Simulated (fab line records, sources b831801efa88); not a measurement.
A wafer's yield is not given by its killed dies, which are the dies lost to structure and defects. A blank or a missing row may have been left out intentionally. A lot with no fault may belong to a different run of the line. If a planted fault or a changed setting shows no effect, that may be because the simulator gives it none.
One fault through the eyes of 2 desks | flow sky130 | every desk sees just its own numbers, and what lay behind them comes last

== TOOL OWNER'S DESK, hdpcvd-02 ==
The tool's own readings at SKY_VIA2_HDPCVD_00 (deposits SiO2, target thk 1180 nm, time 196.7 s): means of the sampled wafers that have a number, for each lot that ran on this tool. A lot is out of limits, marked OUT, if its mean lies more than 4 standard deviations from the usual mean; the brackets give that distance.
Columns: A = pressure mtorr at SKY_VIA2_HDPCVD_00, usual 6.001 mTorr; B = run length s at SKY_VIA2_HDPCVD_00, usual 224.6 s
lot  | first seen here | A     | B
L404 | day 37 07:22    | 6.005 | 224.1
L408 | day 38 05:06    | 6.001 | 239.7 (+25) OUT
L413 | day 39 13:51    | 5.995 | 235.9 (+18) OUT
L421 | day 41 23:08    | 5.991 | 224.2
L423 | day 42 05:50    | 6.000 | 223.5
L425 | day 42 14:42    | 6.006 | 224.1
This desk finds L408, L413 out of limits, L408 being first, at day 38 05:06 (run length s at SKY_VIA2_HDPCVD_00). Within limits: L404, L421, L423, L425.

== FROM THE METROLOGY DESK ==
What the gauges read for every lot (on any tool): the sampled wafers with a number, averaged. A lot is out of limits, marked OUT, if its mean lies more than 4 standard deviations from the usual mean; the brackets give that distance.
Columns: A = VIA2_HDPCVD_THK at SKY_VIA2_THK_MEAS_01, usual 1186 nm
lot  | first seen here | A
L403 | day 36 17:35    | 1189
L404 | day 37 07:29    | 1177
L408 | day 38 05:17    | 1266 (+6.2) OUT
L413 | day 39 13:58    | 1252 (+5.1) OUT
L416 | day 40 13:23    | 1177
L418 | day 40 20:46    | 1191
L419 | day 41 10:31    | 1196
L420 | day 41 14:23    | 1187
L421 | day 41 23:13    | 1172
L422 | day 42 00:55    | 1189
L423 | day 42 05:58    | 1171
L425 | day 42 14:50    | 1179
This desk's finding: out of limits on L408, L413; first on L408, day 38 05:17 (VIA2_HDPCVD_THK at SKY_VIA2_THK_MEAS_01). Within limits: L403, L404, L416, L418, L419, L420, L421, L422, L423, L425.

== PUT TOGETHER ==
The tool owner's desk had the chance to raise an alarm at day 38 05:06 on L408, L413.
Metrology desk: alarm possible at day 38 05:17 on L408, L413.
On hdpcvd-02, each named lot ran SKY_VIA2_HDPCVD_00.

== WHAT THE SIMULATOR PUT IN ==
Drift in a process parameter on hdpcvd-02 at SKY_VIA2_HDPCVD_00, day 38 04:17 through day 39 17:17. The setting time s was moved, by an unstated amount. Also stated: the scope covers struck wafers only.
Shown lots that were struck: L408, L413.
Fault start to first reading out of limits, in hours, per desk: tool owner, 1; metrology, 1.
